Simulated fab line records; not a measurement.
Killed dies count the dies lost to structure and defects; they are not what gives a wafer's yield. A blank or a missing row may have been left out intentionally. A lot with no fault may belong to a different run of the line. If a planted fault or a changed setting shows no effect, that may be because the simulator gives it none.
Split-lot trial	flow gf180mcu	23 wafers read across 5 lots, on a route 602 steps long

== THE SPLIT ==
At GF_M4_SPUTTER_02 (material AlCu, target thk 450 nm, time 23.9 s), the setting time_s was moved away from the recipe's 23.9 s on 7 of the 23 wafers read, by -13.6% to +9.8%. For the rest of the wafers, this setting stayed at what the recipe calls for.

== FROM THE SPLIT TO THE READING: what the file shows between them, 3 steps ==
- GF_M4_SPUTTER_03: material Ti, target thk 10 nm, time 6.7 s
- GF_M4_SPUTTER_04: material TiN, target thk 50 nm, time 41.7 s
- GF_M4_RS_MEAS_05: measures by four-point-probe

== THE READING ==
M4_ALCU_THK, in nm, at GF_M4_THK_MEAS_06 (measures by xrf). Fault-free wafers of this fab line usually give 455 nm, standard deviation 5.8 nm.

wafer	tool, chamber at the split	time_s as run, s	against the recipe	M4_ALCU_THK, nm	against lot-mates on the recipe
L075.1	pvd_sputter-03, -	23.9	recipe	457	-
L075.2	pvd_sputter-03, -	23.9	recipe	452	-
L075.3	pvd_sputter-03, -	23.9	recipe	456	-
L075.4	pvd_sputter-03, -	20.64	-13.6%	396	-59
L075.6	pvd_sputter-03, -	20.64	-13.6%	396	-59
L079.1	pvd_sputter-03, -	23.9	recipe	442	-
L079.2	pvd_sputter-03, -	23.9	recipe	446	-
L079.3	pvd_sputter-03, -	25.8	+7.9%	478	+34
L079.4	pvd_sputter-03, -	23.9	recipe	445	-
L079.5	pvd_sputter-03, -	25.8	+7.9%	482	+38
L078.2	pvd_sputter-01, -	23.9	recipe	449	-
L078.3	pvd_sputter-01, -	23.9	recipe	453	-
L078.4	pvd_sputter-01, -	23.9	recipe	460	-
L078.5	pvd_sputter-01, -	23.9	recipe	456	-
L078.6	pvd_sputter-01, -	23.9	recipe	451	-
L082.1	pvd_sputter-03, -	23.9	recipe	449	-
L082.2	pvd_sputter-03, -	23.9	recipe	447	-
L082.3	pvd_sputter-03, -	26.24	+9.8%	495	+47
L082.4	pvd_sputter-03, -	26.24	+9.8%	494	+46
L082.6	pvd_sputter-03, -	26.24	+9.8%	498	+50
L085.2	pvd_sputter-01, -	23.9	recipe	452	-
L085.3	pvd_sputter-01, -	23.9	recipe	461	-
L085.4	pvd_sputter-01, -	23.9	recipe	452	-

THE FIT
A straight line over all 23 wafers: M4_ALCU_THK changes by +4.14 nm for each +1% of time_s; r = +0.98; the points scatter about the line by 5 nm.
The same after taking each lot's own level away (the mean of its wafers on the recipe; 23 wafers): +4.54 nm for each +1%; r = +0.99; scatter 3.2 nm.
The reading moves by 62 nm for the largest change in time_s, on that fit.
Measured against the standard deviation above, the lots' own levels, which go from 444.3 to 455.0 nm, span 1.8 times it.
So the lot-to-lot level changes the slope little: the two slopes agree.
Check: with one of the wafers moved furthest among these (-13.6%) left out of the fit, the line predicts -62.2 nm for it against its lot-mates. Against them it came out at -59 nm.

== THE WHOLE CHAIN: every reading that the file lists as answering this split, in the file's order ==
step	what it does	reading	change (the file's fit)	r (the file's)
GF_M4_SPUTTER_02	material AlCu, target thk 450 nm, time 23.9 s	AlCu_of_M4_SPUTTER_02.thk_nm (the simulator's own value, which no gauge read)	+4.44 nm for each +1% of the setting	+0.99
GF_M4_RS_MEAS_05	measures by four-point-probe	M4_ALCU_RS	-0.000733 for each +1% of the setting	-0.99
GF_M4_THK_MEAS_06	measures by xrf	M4_ALCU_THK	+4.49 for each +1% of the setting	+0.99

== THE FILE'S OWN FIT ==
M4_ALCU_THK changes by +4.49 nm for each +1% of time_s, r = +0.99.
